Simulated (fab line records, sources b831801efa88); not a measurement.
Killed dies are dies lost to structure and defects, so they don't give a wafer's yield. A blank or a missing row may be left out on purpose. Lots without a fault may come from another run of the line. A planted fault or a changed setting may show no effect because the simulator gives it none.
Tool commonality check | flow sky130 | 12 lots, 36 wafers sampled

WHY IT WAS OPENED
At SKY_SONOS_TUNNEL_TW_MEAS_12 the reading SONOS_TUNNEL_TW is flagged on 2 of 12 lots. Wafers without a fault read 198.0, standard deviation 1.4.
Rule: a lot is flagged when every wafer of it that has a number lies more than 4 standard deviations from that mean, or none has a number. The other lots count as sound.

lot  | measured     | on            | SONOS_TUNNEL_TW, wafer by wafer | flag
L470 | day 11 14:25 | film_metro-04 | 197.9 197.6 198.2               |
L471 | day 11 19:50 | film_metro-04 | 197.3 197.5 197.7               |
L473 | day 12 18:25 | film_metro-01 | 196.4 197.0 197.1               |
L474 | day 13 04:38 | film_metro-01 | 198.2 197.7 197.4               |
L476 | day 13 16:40 | film_metro-01 | 197.6 196.5 197.7               |
L479 | day 15 02:04 | film_metro-04 | 199.1 199.0 199.3               |
L481 | day 15 10:37 | film_metro-02 | 199.2 198.2 199.4               |
L484 | day 16 08:55 | film_metro-04 | 224.5 223.8 223.9               | FLAGGED
L488 | day 17 21:37 | film_metro-01 | 222.0 221.6 222.5               | FLAGGED
L489 | day 18 03:34 | film_metro-04 | 202.0 201.9 202.2               |
L490 | day 18 10:55 | film_metro-01 | 196.6 196.9 196.6               |
L492 | day 18 23:58 | film_metro-01 | 196.8 195.6 196.7               |
The numbers of the flagged lots are 223.1 on average: +25.1 against the usual, or +18 standard deviations.

WHICH TOOL RAN EACH LOT
The record holds 1 process step before the reading, out of a route of 708 steps. In each cell: the tool, then ch and the chambers that the sampled wafers went through, then the start.
lot  | flag    | SKY_SONOS_TUNNEL_IMPLANT_09
L470 |         | implanter-03 ch 0, day 11 13:59
L471 |         | implanter-02 ch 0, day 11 19:25
L473 |         | implanter-02 ch 0, day 12 18:01
L474 |         | implanter-04 ch 0, day 13 04:13
L476 |         | implanter-02 ch 0, day 13 16:16
L479 |         | implanter-02 ch 0, day 15 01:41
L481 |         | implanter-03 ch 0, day 15 10:14
L484 | FLAGGED | implanter-03 ch 0, day 16 08:31
L488 | FLAGGED | implanter-03 ch 0, day 17 21:13
L489 |         | implanter-04 ch 0, day 18 03:11
L490 |         | implanter-02 ch 0, day 18 10:30
L492 |         | implanter-02 ch 0, day 18 23:34
What these steps do:
- SKY_SONOS_TUNNEL_IMPLANT_09
- SKY_SONOS_TUNNEL_TW_MEAS_12

FLAGGED OVER TOTAL, TOOL BY TOOL (the gauges that took the reading come last)
step                        | tool          | lots run | flagged | share of the flagged lots | sound lots run after its first flagged lot
SKY_SONOS_TUNNEL_IMPLANT_09 | implanter-02  | 6        | 0       | none                      | -
SKY_SONOS_TUNNEL_IMPLANT_09 | implanter-03  | 4        | 2       | all                       | 0
SKY_SONOS_TUNNEL_IMPLANT_09 | implanter-04  | 2        | 0       | none                      | -
SKY_SONOS_TUNNEL_TW_MEAS_12 | film_metro-01 | 6        | 1       | some                      | 2 (L490,L492)
SKY_SONOS_TUNNEL_TW_MEAS_12 | film_metro-02 | 1        | 0       | none                      | -
SKY_SONOS_TUNNEL_TW_MEAS_12 | film_metro-04 | 5        | 1       | some                      | 1 (L489)

WHAT THE TABLE ALLOWS
1 row of the table ran every flagged lot: implanter-03 at SKY_SONOS_TUNNEL_IMPLANT_09.
- implanter-03 at SKY_SONOS_TUNNEL_IMPLANT_09: 2 of its 4 lots flagged. Its last sound lot is L481 (day 15 10:14), its first flagged lot L484 (day 16 08:31): a fault that began between those two fits. Its own readings lie more than 4 standard deviations out on every wafer of the flagged lots: dose_ions_cm2, faraday_current_uA.
One tool is left: implanter-03 at SKY_SONOS_TUNNEL_IMPLANT_09.

WHAT THE SIMULATOR HAD PUT IN
Process parameter drift: implanter-03, from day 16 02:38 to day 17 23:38, at SKY_SONOS_TUNNEL_IMPLANT_09. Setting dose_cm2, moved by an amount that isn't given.
Lots struck among those shown: L484, L488. The rule above found the same.
